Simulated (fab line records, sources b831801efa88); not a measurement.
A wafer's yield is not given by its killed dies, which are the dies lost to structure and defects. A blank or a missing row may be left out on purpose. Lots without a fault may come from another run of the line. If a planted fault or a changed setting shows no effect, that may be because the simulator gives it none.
One fault through the eyes of 2 desks || flow gf180mcu || every desk sees just its own numbers, and what lay behind them comes last

## THE TOOL OWNER'S DESK: hdpcvd-01
The tool's own readings at GF_V2_CVD_00 (deposits SiO2, target thk 600 nm, time 100 s): means of the sampled wafers that have a number, for each lot that ran on this tool. If a lot's mean is further than 4 standard deviations from the usual mean, the lot is out of limits and carries the mark OUT (the distance appears in the brackets).
Columns: A = pressure_mtorr at GF_V2_CVD_00, usual 6.001 mTorr; B = run_length_s at GF_V2_CVD_00, usual 128.1 s
{"lot": "L104", "first seen here": "day 20 17:46", "A": 6.011, "B": 128.2}
{"lot": "L105", "first seen here": "day 21 07:41", "A": 5.988, "B": 128.5}
{"lot": "L106", "first seen here": "day 21 08:31", "A": 5.983, "B": 128.4}
{"lot": "L109", "first seen here": "day 22 13:01", "A": 6.015, "B": 128.5}
{"lot": "L113", "first seen here": "day 23 20:32", "A": 5.988, "B": 128.3}
{"lot": "L116", "first seen here": "day 24 15:28", "A": 5.995, "B": 128.4}
{"lot": "L125", "first seen here": "day 27 19:58", "A": 6.006, "B": 128.3}
Finding of this desk: none of the 7 lots has anything out of limits.

## FROM THE METROLOGY DESK
What the gauges read for every lot (on any tool): the sampled wafers with a number, averaged. If a lot's mean is further than 4 standard deviations from the usual mean, the lot is out of limits and carries the mark OUT (the distance appears in the brackets).
Columns: A = M2_OVL at GF_M2_OVL_MEAS_15, usual 0 nm
{"lot": "L104", "first seen here": "day 20 17:04", "A": -4}
{"lot": "L105", "first seen here": "day 21 06:52", "A": -5}
{"lot": "L106", "first seen here": "day 21 07:49", "A": -4}
{"lot": "L107", "first seen here": "day 21 10:56", "A": -3}
{"lot": "L109", "first seen here": "day 22 12:19", "A": 5}
{"lot": "L113", "first seen here": "day 23 19:46", "A": -6}
{"lot": "L116", "first seen here": "day 24 14:44", "A": 5}
{"lot": "L117", "first seen here": "day 25 03:07", "A": 8}
{"lot": "L118", "first seen here": "day 25 07:37", "A": -6}
{"lot": "L121", "first seen here": "day 26 04:01", "A": 7}
{"lot": "L122", "first seen here": "day 26 15:25", "A": 10}
{"lot": "L123", "first seen here": "day 26 22:20", "A": 6}
{"lot": "L124", "first seen here": "day 27 10:37", "A": -2}
{"lot": "L125", "first seen here": "day 27 19:14", "A": 6}
Finding of this desk: none of the 14 lots has anything out of limits.

## TAKEN TOGETHER
The tool owner's desk saw nothing out of limits.
The metrology desk saw nothing out of limits.

## WHAT THE SIMULATOR PUT IN
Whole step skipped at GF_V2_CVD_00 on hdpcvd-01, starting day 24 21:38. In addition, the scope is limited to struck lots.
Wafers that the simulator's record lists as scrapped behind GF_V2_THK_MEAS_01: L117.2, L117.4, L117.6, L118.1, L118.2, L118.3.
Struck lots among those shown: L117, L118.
